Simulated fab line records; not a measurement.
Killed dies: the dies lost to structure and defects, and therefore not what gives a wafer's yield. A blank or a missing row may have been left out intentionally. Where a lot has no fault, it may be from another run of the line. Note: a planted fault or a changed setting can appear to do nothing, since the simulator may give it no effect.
A struck lot beside a sound one    flow sky130    23 steps out of a route of 708
Sound: the wafers L699.2, L699.5, L699.6. Struck: wafers L706.1, L706.3, L706.6. The cause is named last.
Order at every step that has rows: each side's tool, ch and its chambers, its first start. Under that, the readings that differ: sound wafers    struck wafers    difference of the means    sigmas: that difference in standard deviations of wafers without a fault.
alike: words and numbers the same on both sides, and readings whose means are apart by under 2 such deviations; not compared: readings that were withheld, readings missing a value for some wafer, numbers with overlapping values and no deviation given by the record, and bounds like >300 which may hide the same value.
Wherever a step has rows on one side only, a row that says differs or no value, or a row with sigmas, the two part there. Numbers that have no deviation but don't overlap get no sigmas and don't part them. A reading missing from all wafers of one side parts the sides only when that side holds two or more wafers.

first, 5 steps without rows for these wafers: SKY_VT_ADJUST_NCORE_COAT_02 (resist thk 1140 nm); SKY_VT_ADJUST_NCORE_SOFTBAKE_03 (time 60 s); SKY_VT_ADJUST_NCORE_EXPOSE_04 (exposes mask LVTN COMPLEMENT THIN, target cd 380 nm); SKY_VT_ADJUST_NCORE_PEB_05; SKY_VT_ADJUST_NCORE_DEVELOP_06 (develop time 60 s).
SKY_VT_ADJUST_NCORE_CD_MEAS_07: target cd 380 nm.
  sound on cd sem-02, day 8 23:15; struck on cd sem-02, day 10 21:21
  alike: cd nm
SKY_VT_ADJUST_NCORE_OVL_MEAS_08:
  sound on overlay-02, day 8 23:22; struck on overlay-01, day 10 21:28
  alike: VT_ADJUST_NCORE_OVL
then, 1 step without rows for these wafers: SKY_VT_ADJUST_NCORE_IMPLANT_09.
SKY_VT_ADJUST_NCORE_STRIP_10: strips in O2/N2.
  sound on plasma asher-01 ch 0,1, day 8 23:32; struck on plasma asher-01 ch 1, day 10 21:40
  alike: drypump motor current A, oes product au, strip time to endpoint s
  not compared: rf hours counter h
SKY_VT_ADJUST_NCORE_TW_MEAS_11:
  sound on film metro-04, day 8 23:39; struck on film metro-02, day 10 21:46
  alike: VT_ADJUST_NCORE_TW
then, 2 steps without rows for these wafers: SKY_VT_ADJUST_HVTR_DEHYDRATE_00 (time 60 s); SKY_VT_ADJUST_HVTR_HMDS_01 (prime time 60 s).
SKY_VT_ADJUST_HVTR_COAT_02: resist thk 1140 nm.
  sound on litho track-03 ch 0, day 9 09:42; struck on litho track-04 ch 0, day 11 08:29
reading                                              sound                 struck                difference  sigmas
spin speed rpm (rpm)                                 2997.4 2995.6 2998.7  3147.0 3148.3 3149.7  +151.1      +72
model.NOVOLAK_of_VT_ADJUST_HVTR_COAT_02.thk nm (nm)  1144 1142 1147        1112 1115 1115        -30         
then, 3 steps without rows for these wafers: SKY_VT_ADJUST_HVTR_SOFTBAKE_03 (time 60 s); SKY_VT_ADJUST_HVTR_EXPOSE_04 (exposes mask HVTRM, target cd 380 nm); SKY_VT_ADJUST_HVTR_PEB_05.
SKY_VT_ADJUST_HVTR_DEVELOP_06: develop time 60 s.
  sound on litho track-03 ch 0, day 9 21:12; struck on litho track-04 ch 0, day 11 19:59
reading                                              sound           struck          difference  sigmas
model.NOVOLAK_of_VT_ADJUST_HVTR_COAT_02.thk nm (nm)  1144 1141 1147  1111 1115 1114  -31         
SKY_VT_ADJUST_HVTR_CD_MEAS_07: target cd 380 nm.
  sound on cd sem-02, day 9 21:21; struck on cd sem-02, day 11 20:08
  alike: cd nm
SKY_VT_ADJUST_HVTR_OVL_MEAS_08:
  sound on overlay-01, day 9 21:27; struck on overlay-01, day 11 20:15
  alike: VT_ADJUST_HVTR_OVL
then, 1 step without rows for these wafers: SKY_VT_ADJUST_HVTR_IMPLANT_09.
SKY_VT_ADJUST_HVTR_STRIP_10: strips in O2/N2.
  sound on plasma asher-03 ch 0,1, day 9 21:38; struck on plasma asher-03 ch 0,1, day 11 20:26
reading                       sound              struck             difference  sigmas
strip time to endpoint s (s)  14.23 14.17 14.26  13.86 13.88 13.86  -0.35       -9
  alike: drypump motor current A, oes product au
  not compared: rf hours counter h
SKY_VT_ADJUST_HVTR_TW_MEAS_11:
  sound on film metro-01, day 9 21:44; struck on film metro-01, day 11 20:32
  alike: VT_ADJUST_HVTR_TW
SKY_PAD_OPEN_PROBE_99:
  sound wafers here have rows in the record (prober-01, day 46 05:17); struck ones have none

WHERE THEY PART
Last at SKY_PAD_OPEN_PROBE_99 as far as this record goes, first at SKY_VT_ADJUST_HVTR_COAT_02.

WHY: what had been put in by the simulator
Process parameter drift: litho track-04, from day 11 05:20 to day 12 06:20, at SKY_VT_ADJUST_HVTR_COAT_02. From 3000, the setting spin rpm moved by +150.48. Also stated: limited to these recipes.
